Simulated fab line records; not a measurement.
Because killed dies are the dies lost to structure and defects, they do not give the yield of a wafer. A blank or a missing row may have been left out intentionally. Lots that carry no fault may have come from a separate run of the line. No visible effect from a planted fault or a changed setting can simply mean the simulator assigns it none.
fab line records ; flow gf180mcu
record: lots: 14; wafers: 42; last-day: 34
route steps=602 shown LVPWELL@60 VT_IMPLANT@97 DUAL_GATE@144
lots that met no fault: taken from a fault-free run of the same line
start-h: hours from the record's opening day to when the first of the lot's shown wafers began ; wait-h: time in hours since the lot's previous step ; " the same as in the row above ; L1.1+2: several wafers, shown together as one row ; - either no value or no given start ; * or withheld: withheld ; < > ~ a bound
route shown NAME@n: a module of which the file shows steps, and the number in the route of the first ; usual: average and standard deviation across the fault-free wafers ; same: alike in all rows ; chamber/n: place in a boat ; sites: readings site by site ; _std_site: standard deviation across them ; _edge_site: the outer-site mean with the inner-site mean subtracted ; radius-mm: how far each site lies from the wafer's centre ; mask NAME#n: copy n ; behind: tool/chamber where the wafer was last shaped ; hold: why the lot went on hold/how many hours it stayed there/how the hold came to an end ; device: the transistor (n, p or np) that didn't switch ; end of line: the same wafers' tests at the end of the route ; step lacking rows: just its recipe ; killed: dies lost to structure and defects at the first sort, not the wafer's yield ; map: a wafer's dies, marking killed ones x, the rest . and places with no die _
set.NAME: the setting as run; set.NAME@STEP: as run at that earlier step ; model.NAME: the simulator's own value behind a step, which no gauge read
route steps across a sampled set of lots; one table per step, one row per wafer
== steps ==
step: GF_LVPWELL_DEVELOP_06
recipe: wall-angle-deg: 90; develop-time-s: 60; dev-temp-c: 23
usual: chill-plate-temp-C: 23.02/0.095; develop-time-s: 60/0
lot.wafer;tool;chamber;start-h;wait-h;chill-plate-temp-C;develop-time-s
L384.2;litho-track-01;0;69;-;23.11;60
L384.5;litho-track-01;0;69;-;22.93;60
L384.6;litho-track-01;0;69;-;23.02;60
L386.2;litho-track-01;0;81;-;22.95;60
L386.4;litho-track-01;0;82;-;22.97;60
L386.6;litho-track-01;0;82;-;22.95;60
L388.3;litho-track-04;0;92;-;22.81;60
L388.4;litho-track-04;0;92;-;22.99;60
L388.6;litho-track-04;0;92;-;23.04;60
L389.1;litho-track-01;0;99;-;22.94;60
L389.3;litho-track-01;0;99;-;23.05;60
L389.4;litho-track-01;0;99;-;22.94;60
L391.1;litho-track-01;0;108;-;22.93;60
L391.2;litho-track-01;0;109;-;22.98;60
L391.4;litho-track-01;0;109;-;22.90;60
L392.3;litho-track-04;0;114;-;22.96;60
L392.4;litho-track-04;0;114;-;22.91;60
L392.6;litho-track-04;0;114;-;23.07;60
L399.2;litho-track-02;-;154;-;-;-
L399.4;litho-track-02;-;154;-;-;-
L399.6;litho-track-02;-;154;-;-;-
L400.1;litho-track-01;-;157;-;-;-
L400.3;litho-track-01;-;157;-;-;-
L400.6;litho-track-01;-;157;-;-;-
L402.3;litho-track-04;0;169;-;23.17;60
L402.5;litho-track-04;0;169;-;23.19;60
L402.6;litho-track-04;0;169;-;23.17;60
L403.1;litho-track-01;0;177;-;22.93;60
L403.3;litho-track-01;0;177;-;22.97;60
L403.4;litho-track-01;0;177;-;23.06;60
L404.2;litho-track-01;0;181;-;23.07;60
L404.3;litho-track-01;0;181;-;23.09;60
L404.6;litho-track-01;0;182;-;23.07;60
L405.2;litho-track-02;0;188;-;23.04;60
L405.4;litho-track-02;0;188;-;23.08;60
L405.5;litho-track-02;0;188;-;22.86;60
L406.1;litho-track-04;0;193;-;23.07;60
L406.4;litho-track-04;0;193;-;22.90;60
L406.5;litho-track-04;0;193;-;23.09;60
L407.3;litho-track-02;0;202;-;22.89;60
L407.4;litho-track-02;0;202;-;22.99;60
L407.6;litho-track-02;0;202;-;23.20;60
step: GF_VT_IMPLANT_OVL_MEAS_07
usual: VT_IMPLANT_OVL: -0.1/1.3
lot.wafer;tool;chamber;start-h;wait-h;VT_IMPLANT_OVL[nm]
L384.2;overlay-02;-;113.18;0.1;-1.6
L384.5;overlay-02;-;113.18;0.1;-2.8
L384.6;overlay-02;-;113.18;0.1;-2.1
L386.2;overlay-02;-;125.91;0.1;-3.5
L386.4;overlay-02;-;125.91;0.1;-0.5
L386.6;overlay-02;-;125.91;0.1;-0.7
L388.3;overlay-02;-;136.29;0.1;-2.2
L388.4;overlay-02;-;136.29;0.1;-0.4
L388.6;overlay-02;-;136.29;0.1;-0.2
L389.1;overlay-02;-;144.53;0.1;-0.7
L389.3;overlay-02;-;144.53;0.1;0.6
L389.4;overlay-02;-;144.53;0.1;0.0
L391.1;overlay-01;-;155.63;0.1;-0.2
L391.2;overlay-01;-;155.63;0.1;-0.6
L391.4;overlay-01;-;155.63;0.1;0.4
L392.3;overlay-02;-;161.62;0.1;-1.8
L392.4;overlay-02;-;161.62;0.1;-1.8
L392.6;overlay-02;-;161.62;0.1;-2.3
L399.2;overlay-01;-;205.46;0.1;1.2
L399.4;overlay-01;-;205.46;0.1;-0.5
L399.6;overlay-01;-;205.46;0.1;-1.3
L400.1;overlay-02;-;209.37;0.1;1.2
L400.3;overlay-02;-;209.37;0.1;-2.1
L400.6;overlay-02;-;209.37;0.1;-0.7
L402.3;overlay-02;-;223.47;0.1;-2.5
L402.5;overlay-02;-;223.47;0.1;-2.0
L402.6;overlay-02;-;223.47;0.1;-1.9
L403.1;overlay-01;-;230.71;0.1;-0.9
L403.3;overlay-01;-;230.71;0.1;-0.6
L403.4;overlay-01;-;230.71;0.1;-1.6
L404.2;overlay-02;-;235.31;0.1;1.3
L404.3;overlay-02;-;235.31;0.1;-0.1
L404.6;overlay-02;-;235.31;0.1;1.2
L405.2;overlay-01;-;241.86;0.1;-0.3
L405.4;overlay-01;-;241.86;0.1;0.3
L405.5;overlay-01;-;241.86;0.1;0.4
L406.1;overlay-02;-;247.37;0.1;-0.3
L406.4;overlay-02;-;247.37;0.1;0.0
L406.5;overlay-02;-;247.37;0.1;1.8
L407.3;overlay-02;-;257.86;0.1;0.1
L407.4;overlay-02;-;257.86;0.1;1.4
L407.6;overlay-02;-;257.86;0.1;-0.1
step: GF_VT_IMPLANT_TW_MEAS_43
usual: VT_IMPLANT_4_TW: 691/3.2
lot.wafer;tool;chamber;start-h;wait-h;VT_IMPLANT_4_TW
L384.2;film-metro-04;-;158.20;0.1;695
L384.5;film-metro-04;-;158.20;0.1;695
L384.6;film-metro-04;-;158.20;0.1;692
L386.2;film-metro-03;-;173.07;0.1;690
L386.4;film-metro-03;-;173.07;0.1;691
L386.6;film-metro-03;-;173.07;0.1;694
L388.3;film-metro-01;-;184.31;0.1;695
L388.4;film-metro-01;-;184.31;0.1;695
L388.6;film-metro-01;-;184.31;0.1;697
L389.1;film-metro-04;-;194.66;0.1;695
L389.3;film-metro-04;-;194.66;0.1;695
L389.4;film-metro-04;-;194.66;0.1;689
L391.1;film-metro-04;-;206.81;0.1;691
L391.2;film-metro-04;-;206.81;0.1;690
L391.4;film-metro-04;-;206.81;0.1;692
L392.3;film-metro-04;-;213.56;0.1;691
L392.4;film-metro-04;-;213.56;0.1;692
L392.6;film-metro-04;-;213.56;0.1;694
L399.2;film-metro-01;-;260.60;0.1;692
L399.4;film-metro-01;-;260.60;0.1;689
L399.6;film-metro-01;-;260.60;0.1;691
L400.1;film-metro-03;-;264.99;0.1;688
L400.3;film-metro-03;-;264.99;0.1;687
L400.6;film-metro-03;-;264.99;0.1;681
L402.3;film-metro-04;-;279.41;0.1;691
L402.5;film-metro-04;-;279.41;0.1;689
L402.6;film-metro-04;-;279.41;0.1;690
L403.1;film-metro-03;-;288.44;0.1;683
L403.3;film-metro-03;-;288.44;0.1;684
L403.4;film-metro-03;-;288.44;0.1;686
L404.2;film-metro-03;-;293.87;0.1;682
L404.3;film-metro-03;-;293.87;0.1;687
L404.6;film-metro-03;-;293.87;0.1;687
L405.2;film-metro-01;-;300.30;0.1;691
L405.4;film-metro-01;-;300.30;0.1;691
L405.5;film-metro-01;-;300.30;0.1;691
L406.1;film-metro-04;-;306.59;0.1;690
L406.4;film-metro-04;-;306.59;0.1;689
L406.5;film-metro-04;-;306.59;0.1;689
L407.3;film-metro-04;-;316.76;0.1;687
L407.4;film-metro-04;-;316.76;0.1;686
L407.6;film-metro-04;-;316.76;0.1;689
step: GF_DUAL_GATE_THK_MEAS_03
recipe: reads: SiO2_of_DUAL_GATE_OXIDATION_02
usual: DUAL_GATE_OXIDATION_00_THK: 11.09/0.16
lot.wafer;tool;chamber;start-h;wait-h;DUAL_GATE_OXIDATION_00_THK[nm]
L384.2;film-metro-04;-;160.53;0.0;11.03
L384.5;film-metro-04;-;160.53;0.0;11.03
L384.6;film-metro-04;-;160.53;0.0;11.01
L386.2;film-metro-01;-;175.40;0.0;10.84
L386.4;film-metro-01;-;175.40;0.0;10.86
L386.6;film-metro-01;-;175.40;0.0;10.88
L388.3;film-metro-01;-;189.04;0.0;10.74
L388.4;film-metro-01;-;189.04;0.0;10.82
L388.6;film-metro-01;-;189.04;0.0;10.92
L389.1;film-metro-01;-;200.37;0.0;10.92
L389.3;film-metro-01;-;200.37;0.0;11.05
L389.4;film-metro-01;-;200.37;0.0;10.90
L391.1;film-metro-01;-;209.51;0.0;11.25
L391.2;film-metro-01;-;209.51;0.0;11.15
L391.4;film-metro-01;-;209.51;0.0;11.25
L392.3;film-metro-04;-;215.88;0.0;10.93
L392.4;film-metro-04;-;215.88;0.0;11.19
L392.6;film-metro-04;-;215.88;0.0;11.15
L399.2;film-metro-01;-;262.97;0.0;10.99
L399.4;film-metro-01;-;262.97;0.0;10.99
L399.6;film-metro-01;-;262.97;0.0;10.94
L400.1;film-metro-02;-;269.21;0.0;11.19
L400.3;film-metro-02;-;269.21;0.0;11.13
L400.6;film-metro-02;-;269.21;0.0;11.13
L402.3;film-metro-04;-;281.73;0.0;11.19
L402.5;film-metro-04;-;281.73;0.0;11.22
L402.6;film-metro-04;-;281.73;0.0;11.36
L403.1;film-metro-04;-;291.13;0.0;11.08
L403.3;film-metro-04;-;291.13;0.0;11.03
L403.4;film-metro-04;-;291.13;0.0;11.33
L404.2;film-metro-04;-;296.19;0.0;11.05
L404.3;film-metro-04;-;296.19;0.0;11.06
L404.6;film-metro-04;-;296.19;0.0;11.06
L405.2;film-metro-01;-;303.05;0.0;11.10
L405.4;film-metro-01;-;303.05;0.0;11.07
L405.5;film-metro-01;-;303.05;0.0;11.10
L406.1;film-metro-01;-;309.26;0.0;11.30
L406.4;film-metro-01;-;309.26;0.0;11.05
L406.5;film-metro-01;-;309.26;0.0;11.28
L407.3;film-metro-01;-;319.09;0.0;11.14
L407.4;film-metro-01;-;319.09;0.0;11.09
L407.6;film-metro-01;-;319.09;0.0;11.19
== key ==
first-sign: step: GF_LVPWELL_DEVELOP_06; reading: tool-record; direction: missing
effect none on later readings
met-at GF_LVPWELL_DEVELOP_06
struck-lots L399,L400
sort-left-out L399.2,L399.4,L399.6,L400.1,L400.3,L400.6
tester-left-out L399,L400
not-acting-at GF_VT_IMPLANT_OVL_MEAS_07,GF_VT_IMPLANT_TW_MEAS_43,GF_DUAL_GATE_THK_MEAS_03
onset-between 108 154
fault: kind: skipped-step-whole; tool: litho-track-01,litho-track-02; chamber: -; onset-h: 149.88; steps: GF_LVPWELL_DEVELOP_06; scope: struck-lots-only
tester-left-out: of these lots the tester's yield and bins aren't shown, on N5 and GAA mostly nor the transistor test; their killed dies are dies lost to structure and defects alone, not to doping, threshold or leakage, so they don't give the yield
sort-left-out: the simulated sort isn't trusted on such a fault, so these wafers' sort isn't shown, and their yield isn't known
